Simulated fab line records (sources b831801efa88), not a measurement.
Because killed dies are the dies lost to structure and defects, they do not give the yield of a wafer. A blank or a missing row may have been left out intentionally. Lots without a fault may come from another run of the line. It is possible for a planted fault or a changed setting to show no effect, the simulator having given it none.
A struck lot beside a sound one | flow sky130 | 43 steps out of a route of 708
Sound: wafers L679.2, L679.3, L679.5. Wafers struck: L680.1, L680.3, L680.5. The cause is given at the end.
Per side, at each step with rows, come the tool, then ch with its chambers, and then its first start. Under that, the readings that differ: sound wafers | struck wafers | difference of the means | sigmas: that difference in standard deviations of wafers without a fault.
alike: words and numbers the same on both sides, and readings whose means are apart by under 2 such deviations; not compared: readings that were withheld, readings missing a value for some wafer, numbers with overlapping values and no deviation given by the record, and bounds like >300 which may hide the same value.
The two part at a step that has a row with sigmas, a row that says differs or no value, or rows on one side only. Numbers that don't overlap but have no deviation are shown without sigmas and don't part them. A reading that every wafer of one side lacks parts them only if that side has two wafers or more.

first, 5 steps without rows for these wafers: SKY_METAL3_COAT_08 (resist thk 1140 nm); SKY_METAL3_SOFTBAKE_09 (time 90 s); SKY_METAL3_EXPOSE_10 (exposes mask MM3, target cd 300 nm); SKY_METAL3_PEB_11; SKY_METAL3_DEVELOP_12 (develop time 60 s).
SKY_METAL3_CD_MEAS_13: the cd target is 300 nm.
  sound: cdSem-02 at day 40 17:48; struck: cdSem-02 at day 41 02:20
  alike: cdNm
SKY_METAL3_OVL_MEAS_14:
  sound: overlay-02 at day 40 17:55; struck: overlay-02 at day 41 02:28
  alike: METAL3_OVL
then, 4 steps without rows for these wafers: SKY_METAL3_DESCUM_15 (chemistry O2, time 8 s); SKY_METAL3_ETCH_16 (etches BARC in N2/H2, stops on SiO2, time 88.2 s, target depth 60 nm); SKY_METAL3_ETCH_17 (etches SiO2 in C4F8/O2/Ar, stops on TiN, time 3.9 s, target depth 15 nm); SKY_METAL3_METAL_ETCH_18 (etches the open film in Cl2/BCl3, stops on SiO2, target depth 845 nm, time 183.1 s).
SKY_METAL3_STRIP_19: strips in O2/N2.
  sound on plasmaAsher-03 ch 0,1, day 40 18:16; struck on plasmaAsher-02 ch 0,1, day 41 02:49
  alike: drypumpMotorCurrentA, oesProductAu, stripTimeToEndpointS
  not compared: rfHoursCounterH
SKY_METAL3_STRIP_20: strips in post etch residue remover, time 1200 s.
  sound on wetBench-02 ch 0, day 40 18:22; struck on wetBench-02 ch 3, day 41 02:55
  alike: tempC
then, 3 steps without rows for these wafers: SKY_METAL3_CLEAN_21 (cleans in IPA, time 180 s); SKY_METAL3_CLEAN_22 (cleans in O3/DIW); SKY_VIA3_HDPCVD_00 (deposits SiO2, target thk 1635 nm, time 272.5 s).
SKY_VIA3_THK_MEAS_01:
  sound: filmMetro-01 at day 40 19:09; struck: filmMetro-01 at day 41 03:38
  alike: VIA3_HDPCVD_THK
SKY_VIA3_CMP_02: polishes SiO2.
  sound on cmp-02 ch 1,3, day 40 19:12; struck on cmp-01 ch 1,2,3, day 41 03:41
  alike: motorCurrentA, slurryFilterDpKPa
SKY_VIA3_BOW_MEAS_03:
  sound: filmMetro-01 at day 40 19:31; struck: filmMetro-01 at day 41 03:59
  alike: VIA3_BOW
then, 8 steps without rows for these wafers: SKY_VIA3_DEHYDRATE_04 (time 60 s); SKY_VIA3_HMDS_05 (prime time 60 s); SKY_VIA3_COAT_06 (resist thk 60 nm); SKY_VIA3_COAT_07 (resist thk 450 nm); SKY_VIA3_SOFTBAKE_08 (time 90 s); SKY_VIA3_EXPOSE_09 (exposes mask VIM3, target cd 200 nm); SKY_VIA3_PEB_10; SKY_VIA3_DEVELOP_11 (develop time 60 s).
SKY_VIA3_CD_MEAS_12: the cd target is 200 nm.
  sound: cdSem-02 at day 41 19:13; struck: cdSem-02 at day 42 03:34
  alike: cdNm
SKY_VIA3_OVL_MEAS_13:
  sound: overlay-02 at day 41 19:20; struck: overlay-02 at day 42 03:41
  alike: VIA3_OVL
SKY_VIA3_ETCH_14: etches BARC in N2/H2, stops on SiO2, time 45.9 s, target depth 60 nm.
  sound on rieDiel-04 ch 2,3, day 41 19:22; struck on rieDiel-04 ch 2,3, day 42 03:43
  alike: drypumpMotorCurrentA, oesProductAu, throttleValvePct
  not compared: rfHoursCounterH
then, 7 steps without rows for these wafers: SKY_VIA3_ETCH_15 (etches SiO2 in C4F8/O2/Ar, stops on TiN, target depth 507 nm, time 78 s); SKY_VIA3_STRIP_16 (strips in O2/N2); SKY_VIA3_STRIP_17 (strips in post etch residue remover, time 1200 s); SKY_VIA3_CLEAN_18 (cleans in IPA, time 180 s); SKY_VIA3_CLEAN_19 (cleans in O3/DIW); SKY_VIA3_SPUTTER_20 (material TiN, target thk 20 nm, time 80 s); SKY_VIA3_CVD_21 (deposits W, target thk 390 nm, time 117.31 s).
SKY_VIA3_RS_MEAS_22: uses a four-point probe to measure.
  sound: filmMetro-01 at day 41 20:16; struck: filmMetro-03 at day 42 04:37
  alike: VIA3_W_RS
SKY_VIA3_THK_MEAS_23: measures by xrf.
  sound: filmMetro-01 at day 41 20:23; struck: filmMetro-03 at day 42 04:44
  alike: VIA3_W_THK
SKY_VIA3_CMP_24: polishes, stops on SiO2, t overpolish 20 s, target thk 0 nm.
  sound on cmp-01 ch 0,2,3, day 41 20:29; struck on cmp-01 ch 0,3, day 42 04:50
  alike: motorCurrentA, overpolishRunS, slurryFilterDpKPa, timeToEndpointS
then, 1 step without rows for these wafers: SKY_METAL4_SPUTTER_00 (material Ti, target thk 15 nm, time 10 s).
SKY_METAL4_SPUTTER_01: material TiN, target thk 20 nm, time 16.7 s.
  sound: pvdSputter-03 at day 41 20:45; struck: pvdSputter-03 at day 42 05:07
  alike: throttleValvePct
-- the record jumps here: 6 days lie between the struck wafers' starts before and after (it left off in module METAL4 and takes up again in module PAD_OPEN, whose first step shown is number 708 of the route) --
SKY_PAD_OPEN_PROBE_99:
  record: rows for the struck wafers here (prober-01, day 47 20:10), none for the sound ones

== WHERE THEY PART ==
Only at SKY_PAD_OPEN_PROBE_99, as far as this record shows.

WHY: what had been put in by the simulator
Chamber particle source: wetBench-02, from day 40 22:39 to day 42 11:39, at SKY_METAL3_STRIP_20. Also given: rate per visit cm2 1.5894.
